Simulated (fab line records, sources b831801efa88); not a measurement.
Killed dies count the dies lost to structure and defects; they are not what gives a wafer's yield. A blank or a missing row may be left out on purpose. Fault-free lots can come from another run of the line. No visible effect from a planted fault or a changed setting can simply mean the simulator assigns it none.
Which of the tools did it? / flow sky130 / at 1 step of a route of 708, 7 lots with 21 wafers sampled

## WHAT THE GAUGES SHOWED, per wafer
SKY_FIELD_ISO_BOW_MEAS_00.
lot=L685; measured=day 1 15:01; on=film-metro-03; INCOMING_BOW (um)=-1 9 -4
lot=L688; measured=day 2 06:00; on=film-metro-03; INCOMING_BOW (um)=7 4 8
lot=L690; measured=day 2 16:04; on=film-metro-01; INCOMING_BOW (um)=4 12 2
lot=L693; measured=day 3 07:00; on=film-metro-02; INCOMING_BOW (um)=1 5 2
lot=L697; measured=day 4 03:01; on=film-metro-01; INCOMING_BOW (um)=5 0 8
lot=L700; measured=day 4 18:01; on=film-metro-01; INCOMING_BOW (um)=1 5 0
lot=L703; measured=day 5 09:00; on=film-metro-03; INCOMING_BOW (um)=-1 -4 11

## EACH LOT AND THE TOOL THAT RAN IT (in order: tool; ch and the chambers of the sampled wafers; start)
The record shows no process step preceding these readings.

## THE ANSWER, worked out from the rows above alone
Rule: the lots themselves supply what counts as usual. The widest of any qualifying gaps counts: lots, ordered by their means at a reading, are off when they make up no more than a third of the lots, leave a main group of 4 or more, and stand apart from it by 3 or more times the standard deviation of that group's means. A main group whose means are all the same, to the digits that the tables above print for the reading, isn't used. Also off: a lot with no number at a reading for which 4 or more lots have one. Any other lot the step has rows for is counted as sound.
Across all readings shown, no lot is off: no conclusion can be drawn from this.

## WHAT WAS PUT IN BY THE SIMULATOR
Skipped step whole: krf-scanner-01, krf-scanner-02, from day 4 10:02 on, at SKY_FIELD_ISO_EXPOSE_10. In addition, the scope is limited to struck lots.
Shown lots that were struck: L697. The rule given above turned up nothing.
